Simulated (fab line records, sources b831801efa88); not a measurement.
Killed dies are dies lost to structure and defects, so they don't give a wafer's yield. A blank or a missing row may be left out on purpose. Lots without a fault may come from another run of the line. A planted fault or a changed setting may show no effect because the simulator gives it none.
A struck lot beside a sound one | flow gf180mcu | 17 steps out of a route of 602
Sound: wafers L816.1, L816.3, L816.5. Struck: wafers L833.1, L833.3. (L833.4 of the same lot was not struck and is left out.) The cause comes at the end.
At each step with rows: each side's tool, then ch and its chambers, then its first start. Under that, the readings that differ: sound wafers | struck wafers | difference of the means | sigmas: that difference in standard deviations of wafers without a fault.
alike: readings whose means differ by less than 2 such deviations, and words and numbers that are the same on both sides. not compared: withheld readings, readings that some wafer has no value for, bounds like >300 that may hide the same value, and numbers for which the record gives no deviation and whose values overlap.
The two part at a step that has a row with sigmas, a row that says differs or no value, or rows on one side only. Numbers that don't overlap but have no deviation are shown without sigmas and don't part them. A reading that every wafer of one side lacks parts them only if that side has two wafers or more.

first, 3 steps without rows for these wafers: GF_V1_EXPOSE_11 (exposes mask Via1, target cd 260 nm); GF_V1_PEB_12 (peb time 90 s); GF_V1_DEVELOP_13 (develop time 60 s).
GF_V1_CD_MEAS_14: target cd 260 nm.
  sound on cd_sem-02, day 19 08:19; struck on cd_sem-02, day 25 01:01
  alike: cd_nm
GF_V1_OVL_MEAS_15:
  sound on overlay-02, day 19 08:26; struck on overlay-02, day 25 01:08
  alike: V1_OVL
GF_V1_ETCH_16: etches BARC in N2/H2.
  sound on rie_diel-04 ch 0,1, day 19 08:28; struck on rie_diel-04 ch 1,2, day 25 01:10
  reading                | sound                | struck        | difference | sigmas
  throttle_valve_pct (%) | 13.215 13.209 13.222 | 13.251 13.228 | +0.024     | +3
  alike: drypump_motor_current_A, oes_product_au
then, 1 step without rows for these wafers: GF_V1_ETCH_17 (etches SiO2 in C4F8/O2/Ar, stops on TiN, target depth 630 nm).
GF_V1_STRIP_18: strips in O2/N2.
  sound on plasma_asher-02 ch 0,1, day 19 08:36; struck on plasma_asher-03 ch 1, day 25 01:18
  alike: drypump_motor_current_A, heater_power_w, oes_product_au, platen_temp_c
  not compared: rf_hours_counter_h
then, 2 steps without rows for these wafers: GF_V1_STRIP_19 (strips in post etch residue remover, time 1200 s); GF_V1_CLEAN_20 (cleans in DIW).
GF_V1_SPUTTER_21: material Ti, target thk 15 nm, time 80.02 s.
  sound on pvd_sputter-03, day 19 09:08; struck on pvd_sputter-02, day 25 01:52
  reading                | sound          | struck    | difference | sigmas
  throttle_valve_pct (%) | 31.4 30.8 32.0 | 28.9 29.2 | -2.4       | -2
  alike: substrate_temp_c
GF_V1_SPUTTER_22: material TiN, target thk 10 nm, time 40 s.
  sound on pvd_sputter-03, day 19 09:11; struck on pvd_sputter-02, day 25 01:56
  reading                | sound          | struck    | difference | sigmas
  throttle_valve_pct (%) | 31.3 30.9 32.0 | 28.8 29.6 | -2.2       | -2
GF_V1_CVD_23: deposits W, target thk 350 nm, time 105.05 s.
  sound on cvd_w-01 ch 0,1, day 19 09:14; struck on cvd_w-02 ch 0, day 25 01:58
  reading                          | sound             | struck      | difference | sigmas
  chamber_pressure_Torr (Torr)     | 40.07 40.00 39.96 | 33.61 33.71 | -6.35      | -72
  model.W_of_V1_CVD_23.thk_nm (nm) | 345.9 347.3 347.8 | 321.2 322.6 | -25.1      |
  alike: heater_power_outer_w, heater_power_w
GF_V1_RS_MEAS_24: measures by four-point-probe.
  sound on film_metro-01, day 19 09:20; struck on film_metro-03, day 25 02:05
  reading          | sound             | struck      | difference | sigmas
  V1_W_RS (ohm/sq) | 0.331 0.330 0.329 | 0.356 0.355 | +0.025     | +8
GF_V1_THK_MEAS_25: measures by xrf.
  sound on film_metro-01, day 19 09:28; struck on film_metro-03, day 25 02:12
  reading       | sound       | struck  | difference | sigmas
  V1_W_THK (nm) | 371 372 375 | 344 347 | -27        | -5
GF_V1_CMP_26: polishes, stops on SiO2, t overpolish 15 s, target thk 0 nm.
  sound on cmp-01 ch 0,3, day 19 09:31; struck on cmp-01 ch 0,1, day 25 02:16
  alike: motor_current_A
GF_PASSIVATION_PROBE_99:
  the record has rows for the sound wafers here (prober-01, day 29 23:07) and none for the struck ones

WHERE THEY PART
First at GF_V1_ETCH_16; last, within this record, at GF_PASSIVATION_PROBE_99.

WHY: what the simulator had put in
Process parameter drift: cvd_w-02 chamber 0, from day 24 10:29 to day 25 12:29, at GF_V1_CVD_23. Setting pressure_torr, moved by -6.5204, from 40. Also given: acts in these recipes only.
